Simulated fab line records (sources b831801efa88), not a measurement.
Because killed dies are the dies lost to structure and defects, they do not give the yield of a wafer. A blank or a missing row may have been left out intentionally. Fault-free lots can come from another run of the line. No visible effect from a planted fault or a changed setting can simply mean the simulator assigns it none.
fab line records ; flow gf180mcu
[record] lots = 14; wafers = 42; lastDay = 34
route steps=602 shown STI@3 MVPSD@85 HV_LDD@231
lots that met no fault: taken from a fault-free run of the same line
startH: hours from the record's first day to the start of the lot's first wafer shown ; waitH: hours from the lot's prior step to this one ; " repeats the value in the row above ; L1.1+2: a single row standing in for several wafers ; - no value present, or no start provided ; * or withheld: withheld ; < > ~ a bound
route shown NAME@n: NAME is a module with steps in the file, n the number in the route of the first one ; usual: mean and standard deviation over wafers with no fault ; same: alike in all rows ; chamber/n: place in a boat ; sites: each site's reading ; _std_site: their standard deviation ; _edge_site: mean of outer sites minus mean of inner sites ; radiusMm: for every site, how far away it sits from the centre of the wafer ; mask NAME#n: copy n ; behind: tool/chamber where the wafer was last shaped ; hold: why the lot went on hold/how many hours it stayed there/how the hold came to an end ; device: transistor that didn't switch, given as n, p or np ; end of line: the tests these same wafers got at the end of their route ; step lacking rows: just its recipe ; killed: not the wafer's yield, but the dies lost to structure and defects at the first sort ; map: dies across one wafer; x = killed, . = not, _ = none there
set.NAME: the setting that was run; set.NAME@STEP: the one run at that earlier step ; model.NAME: the simulator's own value behind a step, which no gauge read
route steps across a sampled set of lots; one table per step, one row per wafer
services: from which hour (startH, from the record's first day; less than 0 if before it) a tool's chamber was out of use, for how many hours, and why
[[steps]]
[step GF_STI_THK_MEAS_02]
[recipe] reads = SiO2_of_STI_OXIDATION_01
[usual] STI_OXIDATION_THK = 9.94/0.19
lot.wafer;tool;chamber;startH;waitH;STI_OXIDATION_THK[nm]
L225.2;filmMetro-02;-;12.02;0.0;10.13
L225.5;filmMetro-02;-;12.02;0.0;9.95
L225.6;filmMetro-02;-;12.02;0.0;9.98
L226.3;filmMetro-04;-;16.87;0.0;9.89
L226.4;filmMetro-04;-;16.87;0.0;9.73
L226.5;filmMetro-04;-;16.87;0.0;9.79
L227.4;filmMetro-02;-;21.59;0.1;9.82
L227.5;filmMetro-02;-;21.59;0.1;10.03
L227.6;filmMetro-02;-;21.59;0.1;9.71
L228.1;filmMetro-02;-;26.51;0.0;10.08
L228.2;filmMetro-02;-;26.51;0.0;10.07
L228.6;filmMetro-02;-;26.51;0.0;9.89
L229.1;filmMetro-02;-;31.51;0.0;9.76
L229.3;filmMetro-02;-;31.51;0.0;9.88
L229.5;filmMetro-02;-;31.51;0.0;9.96
L230.1;filmMetro-04;-;37.39;0.0;10.14
L230.2;filmMetro-04;-;37.39;0.0;10.30
L230.5;filmMetro-04;-;37.39;0.0;10.22
L231.1;filmMetro-04;-;42.68;0.0;9.69
L231.2;filmMetro-04;-;42.68;0.0;9.77
L231.5;filmMetro-04;-;42.68;0.0;9.89
L238.3;filmMetro-03;-;79.22;0.0;10.05
L238.5;filmMetro-03;-;79.22;0.0;10.00
L238.6;filmMetro-03;-;79.22;0.0;10.22
L241.1;filmMetro-04;-;92.53;0.0;9.88
L241.4;filmMetro-04;-;92.53;0.0;9.91
L241.5;filmMetro-04;-;92.53;0.0;10.20
L243.3;filmMetro-02;-;103.85;0.0;10.08
L243.4;filmMetro-02;-;103.85;0.0;10.19
L243.6;filmMetro-02;-;103.85;0.0;10.14
L244.1;filmMetro-03;-;106.51;0.0;10.16
L244.3;filmMetro-03;-;106.51;0.0;10.20
L244.4;filmMetro-03;-;106.51;0.0;10.09
L245.1;filmMetro-03;-;111.70;0.0;9.70
L245.2;filmMetro-03;-;111.70;0.0;9.78
L245.3;filmMetro-03;-;111.70;0.0;9.85
L246.1;filmMetro-03;-;116.51;0.0;9.78
L246.2;filmMetro-03;-;116.51;0.0;9.78
L246.6;filmMetro-03;-;116.51;0.0;9.80
L247.2;filmMetro-04;-;121.52;0.0;9.80
L247.3;filmMetro-04;-;121.52;0.0;9.83
L247.6;filmMetro-04;-;121.52;0.0;9.97
[step GF_STI_CVD_23]
[recipe] material = SiO2; targetThkNm = 650; sigmaOpenFrac = 0.3; timeS = 108.3; tempC = 600; sih4FlowSccm = 60; pressureMtorr = 6
lot.wafer;tool;chamber;startH;waitH
L225.2+5+6;hdpcvd-02;0,2,0;28.14;0.0
L226.3+4+5;hdpcvd-02;2,2,1;33.09;0.0
L227.4+5+6;hdpcvd-01;1,1,2;38.61;0.1
L228.1+2+6;hdpcvd-01;2,1,2;43.86;0.1
L229.1+3+5;hdpcvd-01;2,1,1;50.78;0.1
L230.1+2+5;hdpcvd-02;0,2,2;57.58;0.1
L231.1+2+5;hdpcvd-01;2,1,2;60.10;0.1
L238.3+5+6;hdpcvd-02;2,2,0;96.35;0.0
L241.1+4+5;hdpcvd-02;0,1,0;110.36;0.1
L243.3+4+6;hdpcvd-01;0,2,0;121.69;0.1
L244.1+3+4;hdpcvd-01;2,2,0;125.19;0.1
L245.1+2+3;hdpcvd-01;2,0,2;130.49;0.1
L246.1+2+6;hdpcvd-01;2,0,0;135.44;0.1
L247.2+3+6;hdpcvd-01;0,2,1;140.01;0.0
[step GF_STI_THK_MEAS_24]
[recipe] reads = SiO2_of_STI_CVD_23
[usual] STI_CVD_23_THK = 652/6.5
lot.wafer;tool;chamber;startH;waitH;STI_CVD_23_THK[nm]
L225.2;filmMetro-02;-;28.22;0.0;640
L225.5;filmMetro-02;-;28.22;0.0;637
L225.6;filmMetro-02;-;28.22;0.0;646
L226.3;filmMetro-04;-;33.19;0.1;644
L226.4;filmMetro-04;-;33.19;0.1;646
L226.5;filmMetro-04;-;33.19;0.1;649
L227.4;filmMetro-04;-;38.72;0.1;664
L227.5;filmMetro-04;-;38.72;0.1;658
L227.6;filmMetro-04;-;38.72;0.1;663
L228.1;filmMetro-03;-;43.98;0.1;649
L228.2;filmMetro-03;-;43.98;0.1;645
L228.6;filmMetro-03;-;43.98;0.1;652
L229.1;filmMetro-03;-;50.89;0.1;661
L229.3;filmMetro-03;-;50.89;0.1;652
L229.5;filmMetro-03;-;50.89;0.1;661
L230.1;filmMetro-04;-;57.69;0.1;650
L230.2;filmMetro-04;-;57.69;0.1;648
L230.5;filmMetro-04;-;57.69;0.1;653
L231.1;filmMetro-02;-;60.21;0.1;653
L231.2;filmMetro-02;-;60.21;0.1;648
L231.5;filmMetro-02;-;60.21;0.1;664
L238.3;filmMetro-02;-;96.45;0.1;659
L238.5;filmMetro-02;-;96.45;0.1;653
L238.6;filmMetro-02;-;96.45;0.1;1054
L241.1;filmMetro-03;-;110.44;0.0;1053
L241.4;filmMetro-03;-;110.44;0.0;648
L241.5;filmMetro-03;-;110.44;0.0;1047
L243.3;filmMetro-03;-;121.79;0.1;655
L243.4;filmMetro-03;-;121.79;0.1;650
L243.6;filmMetro-03;-;121.79;0.1;642
L244.1;filmMetro-04;-;125.31;0.1;640
L244.3;filmMetro-04;-;125.31;0.1;641
L244.4;filmMetro-04;-;125.31;0.1;647
L245.1;filmMetro-04;-;130.60;0.1;660
L245.2;filmMetro-04;-;130.60;0.1;648
L245.3;filmMetro-04;-;130.60;0.1;664
L246.1;filmMetro-02;-;135.56;0.1;654
L246.2;filmMetro-02;-;135.56;0.1;654
L246.6;filmMetro-02;-;135.56;0.1;655
L247.2;filmMetro-02;-;140.10;0.0;650
L247.3;filmMetro-02;-;140.10;0.0;652
L247.6;filmMetro-02;-;140.10;0.0;653
[step GF_STI_CMP_25]
[recipe] stopOn = Si3N4; tOverpolishS = 33; downForcePsi = 4; platenRpm = 60; targetThkNm = 524.6; padVelocityMS = 0.94248
[usual] motorCurrentA = 12.3/0.93; timeToEndpointS = 123/3.7
lot.wafer;tool;chamber;startH;waitH;motorCurrentA;timeToEndpointS
L225.2;cmp-01;2;28.27;0.0;11.3;115
L225.5;cmp-01;2;28.27;0.0;12.0;116
L225.6;cmp-01;3;28.27;0.0;13.6;121
L226.3;cmp-02;3;33.33;0.1;12.2;124
L226.4;cmp-02;0;33.33;0.1;11.0;122
L226.5;cmp-02;2;33.33;0.1;12.8;126
L227.4;cmp-02;3;38.90;0.2;11.4;130
L227.5;cmp-02;0;38.90;0.2;11.0;122
L227.6;cmp-02;1;38.90;0.2;13.1;130
L228.2;cmp-02;0;44.04;0.0;11.8;119
L228.1;cmp-02;3;44.04;0.0;12.1;126
L228.6;cmp-02;1;44.04;0.0;13.0;131
L229.1;cmp-01;3;50.95;0.1;13.7;124
L229.3;cmp-01;0;50.95;0.1;10.9;127
L229.5;cmp-01;3;50.95;0.1;14.0;124
L230.2;cmp-01;0;57.75;0.0;11.4;126
L230.1;cmp-01;2;57.75;0.0;11.3;130
L230.5;cmp-01;1;57.75;0.0;12.4;124
L231.1;cmp-02;2;60.37;0.1;12.9;122
L231.2;cmp-02;3;60.37;0.1;11.6;118
L231.5;cmp-02;0;60.37;0.1;11.5;120
L238.3;cmp-02;2;96.60;0.1;12.7;127
L238.6;cmp-02;2;96.60;0.1;12.7;201
L238.5;cmp-02;3;96.60;0.1;11.2;127
L241.1;cmp-02;2;110.50;0.1;13.0;197
L241.4;cmp-02;0;110.50;0.1;12.0;118
L241.5;cmp-02;3;110.50;0.1;11.2;195
L243.4;cmp-02;2;121.88;0.1;13.5;121
L243.3;cmp-02;3;121.88;0.1;11.6;128
L243.6;cmp-02;2;121.88;0.1;13.4;123
L244.3;cmp-01;1;125.37;0.0;13.1;117
L244.4;cmp-01;2;125.37;0.0;11.8;125
L244.1;cmp-01;0;125.37;0.0;11.0;125
L245.1;cmp-01;1;130.66;0.1;12.5;118
L245.2;cmp-01;2;130.66;0.1;12.2;121
L245.3;cmp-01;0;130.66;0.1;11.3;130
L246.1;cmp-01;2;135.72;0.1;11.5;123
L246.2;cmp-01;3;135.72;0.1;13.5;122
L246.6;cmp-01;0;135.72;0.1;10.4;123
L247.2;cmp-02;2;140.20;0.1;12.8;126
L247.3;cmp-02;3;140.20;0.1;11.6;122
L247.6;cmp-02;2;140.20;0.1;12.5;123
[step GF_MVPSD_OVL_MEAS_07]
[usual] MVPSD_OVL = 0.4/1.4
lot.wafer;tool;chamber;startH;waitH;MVPSD_OVL[nm]
L225.2;overlay-02;-;97.68;-;0.1
L225.5;overlay-02;-;97.68;-;-0.1
L225.6;overlay-02;-;97.68;-;-0.5
L226.3;overlay-02;-;100.94;-;2.2
L226.4;overlay-02;-;100.94;-;3.7
L226.5;overlay-02;-;100.94;-;3.9
L227.4;overlay-02;-;107.69;-;-1.4
L227.5;overlay-02;-;107.69;-;-0.5
L227.6;overlay-02;-;107.69;-;-0.4
L228.1;overlay-01;-;114.53;-;-0.2
L228.2;overlay-01;-;114.53;-;1.3
L228.6;overlay-01;-;114.53;-;-0.8
L229.1;overlay-02;-;126.68;-;1.4
L229.3;overlay-02;-;126.68;-;1.2
L229.5;overlay-02;-;126.68;-;1.8
L230.1;overlay-01;-;131.29;-;1.2
L230.2;overlay-01;-;131.29;-;1.5
L230.5;overlay-01;-;131.29;-;1.5
L231.1;overlay-02;-;134.48;-;0.3
L231.2;overlay-02;-;134.48;-;-2.2
L231.5;overlay-02;-;134.48;-;1.8
L238.3;overlay-01;-;177.01;-;0.2
L238.5;overlay-01;-;177.01;-;0.3
L238.6;overlay-01;-;177.01;-;1.8
L241.1;overlay-02;-;194.08;-;-1.1
L241.4;overlay-02;-;194.08;-;-1.4
L241.5;overlay-02;-;194.08;-;-1.7
L243.3;overlay-01;-;205.94;-;-0.8
L243.4;overlay-01;-;205.94;-;0.0
L243.6;overlay-01;-;205.94;-;-0.5
L244.1;overlay-02;-;212.72;-;0.7
L244.3;overlay-02;-;212.72;-;1.5
L244.4;overlay-02;-;212.72;-;1.8
L245.1;overlay-01;-;217.58;-;0.0
L245.2;overlay-01;-;217.58;-;-1.7
L245.3;overlay-01;-;217.58;-;0.4
L246.1;overlay-02;-;222.87;-;2.5
L246.2;overlay-02;-;222.87;-;2.3
L246.6;overlay-02;-;222.87;-;1.2
L247.2;overlay-01;-;228.20;-;1.0
L247.3;overlay-01;-;228.20;-;0.8
L247.6;overlay-01;-;228.20;-;1.7
[step GF_HV_LDD_THK_MEAS_55]
[recipe] reads = SiO2_of_HV_LDD_CVD_54
[usual] HV_LDD_CVD_54_THK = 10.04/0.16
lot.wafer;tool;chamber;startH;waitH;HV_LDD_CVD_54_THK[nm]
L225.2;filmMetro-02;-;276.66;0.0;10.12
L225.5;filmMetro-02;-;276.66;0.0;10.24
L225.6;filmMetro-02;-;276.66;0.0;10.38
L226.3;filmMetro-01;-;279.87;0.0;10.15
L226.4;filmMetro-01;-;279.87;0.0;10.13
L226.5;filmMetro-01;-;279.87;0.0;10.21
L227.4;filmMetro-04;-;291.33;0.0;9.93
L227.5;filmMetro-04;-;291.33;0.0;9.98
L227.6;filmMetro-04;-;291.33;0.0;9.85
L228.1;filmMetro-04;-;298.77;0.0;10.00
L228.2;filmMetro-04;-;298.77;0.0;9.95
L228.6;filmMetro-04;-;298.77;0.0;9.95
L229.1;filmMetro-01;-;317.68;0.0;9.88
L229.3;filmMetro-01;-;317.68;0.0;10.00
L229.5;filmMetro-01;-;317.68;0.0;9.92
L230.1;filmMetro-01;-;327.86;0.0;9.80
L230.2;filmMetro-01;-;327.86;0.0;9.80
L230.5;filmMetro-01;-;327.86;0.0;9.76
L231.1;filmMetro-01;-;328.89;0.0;10.00
L231.2;filmMetro-01;-;328.89;0.0;9.95
L231.5;filmMetro-01;-;328.89;0.0;10.02
L238.3;filmMetro-04;-;385.34;0.0;10.18
L238.5;filmMetro-04;-;385.34;0.0;10.46
L238.6;filmMetro-04;-;385.34;0.0;10.21
L241.1;filmMetro-01;-;404.63;0.0;9.95
L241.4;filmMetro-01;-;404.63;0.0;9.88
L241.5;filmMetro-01;-;404.63;0.0;9.88
L243.3;filmMetro-04;-;420.87;0.0;10.10
L243.4;filmMetro-04;-;420.87;0.0;10.05
L243.6;filmMetro-04;-;420.87;0.0;9.95
L244.1;filmMetro-04;-;430.06;0.0;10.13
L244.3;filmMetro-04;-;430.06;0.0;10.23
L244.4;filmMetro-04;-;430.06;0.0;10.18
L245.1;filmMetro-01;-;438.56;0.0;9.98
L245.2;filmMetro-01;-;438.56;0.0;10.11
L245.3;filmMetro-01;-;438.56;0.0;10.08
L246.1;filmMetro-04;-;443.99;0.0;10.32
L246.2;filmMetro-04;-;443.99;0.0;10.21
L246.6;filmMetro-04;-;443.99;0.0;10.22
L247.2;filmMetro-01;-;452.41;0.0;10.16
L247.3;filmMetro-01;-;452.41;0.0;10.18
L247.6;filmMetro-01;-;452.41;0.0;10.14
[[services]]
tool;chamber;startH;hours;kind
cmp-01;-;15.37;1.1;repair
hdpcvd-02;1;53.99;12.0;repair
cmp-02;-;63.42;1.8;repair
cmp-01;-;64.00;4.0;pm
cmp-01;-;68.00;-;consumableReplace:conditioner
cmp-01;-;68.00;-;consumableReplace:pad
cmp-02;-;92.68;0.9;repair
cmp-01;-;93.60;16.4;pm
hdpcvd-01;1;95.05;7.0;repair
cmp-01;-;111.38;0.8;repair
hdpcvd-01;1;111.92;24.1;repair
hdpcvd-02;-;121.13;1.6;repair
[[key]]
[firstSign] step = GF_STI_THK_MEAS_24; reading = STI_CVD_23_THK; direction = up; sigmas = 61; usual = 652; struck = 1051
[effect] step = GF_STI_CMP_25; reading = timeToEndpointS; direction = up; sigmas = 20; usual = *; struck = *
metAt GF_STI_CVD_23
struckLots L238,L241
struckWafers L238.6,L241.1,L241.5
testerLeftOut L238,L241
notActingAt GF_STI_THK_MEAS_02,GF_MVPSD_OVL_MEAS_07,GF_HV_LDD_THK_MEAS_55
onsetBetween 57.58 96.35
[fault] kind = processParameterDrift; tool = hdpcvd-02; chamber = 0; onsetH = 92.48; steps = GF_STI_CVD_23; channel = targetThkNm; offset = 398.26; shape = step; endH = 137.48; actsIn = theseRecipesOnly; stated = 650
// testerLeftOut: of these lots the tester's yield and bins aren't shown, on N5 and GAA mostly nor the transistor test; their killed dies are dies lost to structure and defects alone, not to doping, threshold or leakage, so they don't give the yield
